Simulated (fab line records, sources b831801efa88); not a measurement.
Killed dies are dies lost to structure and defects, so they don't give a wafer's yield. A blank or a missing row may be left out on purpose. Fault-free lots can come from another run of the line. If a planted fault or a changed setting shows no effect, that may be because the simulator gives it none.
Problem report, 8D (eight disciplines) form, completed by code -- flow sky130 -- the parts of the form that need people (team, actions taken, sign-off) are left out

== 1. THE PROBLEM ==
GATE_OXIDE_OXIDATION_00_THK at SKY_GATE_OXIDE_THK_MEAS_02 reads a mean of 11.60 nm on 6 wafers of 2 lots; wafers without a fault read 10.25 nm with a standard deviation of 0.23. Measured from the usual mean, that is +5.8 standard deviations.
First observed at day 16 22:54: wafer L563.1, on film-metro-04. The record has a number at this step for 42 wafers belonging to 14 lots. By rule, "out" or "out of limits" means more than 4 standard deviations away from the usual mean. The other wafers with a number count as sound.

== 2. WHAT IT IS; WHAT IT IS NOT ==
question,is,is not
which readings at this step,GATE_OXIDE_OXIDATION_00_THK,-
which lots,"L563, L564","L551, L552, L553, L554, L555, L556, L557, L558, L571, L572, L573, L574"
which wafers of those lots,all that have a number,-
read on which gauges,"film-metro-01, film-metro-04",film-metro-03
when,from day 16 22:54,"up to then (24 sound wafers); but 12 sound wafers of L571, L572, L573, L574 came after"

== 3. SUSPECTS, AND WHAT RULES EACH OUT ==
Counting: a tool at any process step up to the reading remains a suspect when it ran all the lots that are out and ran no sound lot after the first of those.
- ruled out: the gauge at SKY_GATE_OXIDE_THK_MEAS_02. The wafers that are out were read on 2 gauges (film-metro-01, film-metro-04).
- furnace-02 at SKY_GATE_OXIDE_OXIDATION_01 (stabilise 600 s, purge 300 s, target thk 10.268 nm): ruled out as a lasting fault. The sound lots L571, L572, L573 went through it after L563, its earliest lot that is out (day 16 21:29).
Left after counting: nothing in the record.

== 4. THE CAUSE (what the simulator had put in) ==
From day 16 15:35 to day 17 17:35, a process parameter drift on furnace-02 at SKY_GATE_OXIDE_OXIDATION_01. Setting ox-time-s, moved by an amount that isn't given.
The count ruled it out by mistake, since the rule takes a fault to strike every lot its tool runs from the start of the fault on, and this one did not do so.

== 5. THE CHAIN OF EFFECTS, in route order ==
Each row: a reading where the mean over the struck wafers with a number is more than 3 standard deviations away from the usual. Readings are gone through only where the record gives a usual standard deviation; hours: the median, over the lots, of the time from a lot's start at the first step in this table giving one to that lot's start at this step; sigmas: the change measured in usual standard deviations.
hours,step,reading,usual,on struck wafers,change,sigmas
0,SKY_GATE_OXIDE_THK_MEAS_02,GATE_OXIDE_OXIDATION_00_THK,10.25 nm,11.60,+1.35,+5.8

== 6. HOW IT WOULD HAVE BEEN CAUGHT EARLIER ==
Counted from the fault's start at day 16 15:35, it took 7 hours until the first out-of-limits reading at a measuring or inspecting step in this record, taken at day 16 22:54.
An alarm limit of 4 standard deviations would not have fired on the tool readings at SKY_GATE_OXIDE_OXIDATION_01 for which the record gives a usual standard deviation, since none of them was out on any struck wafer.
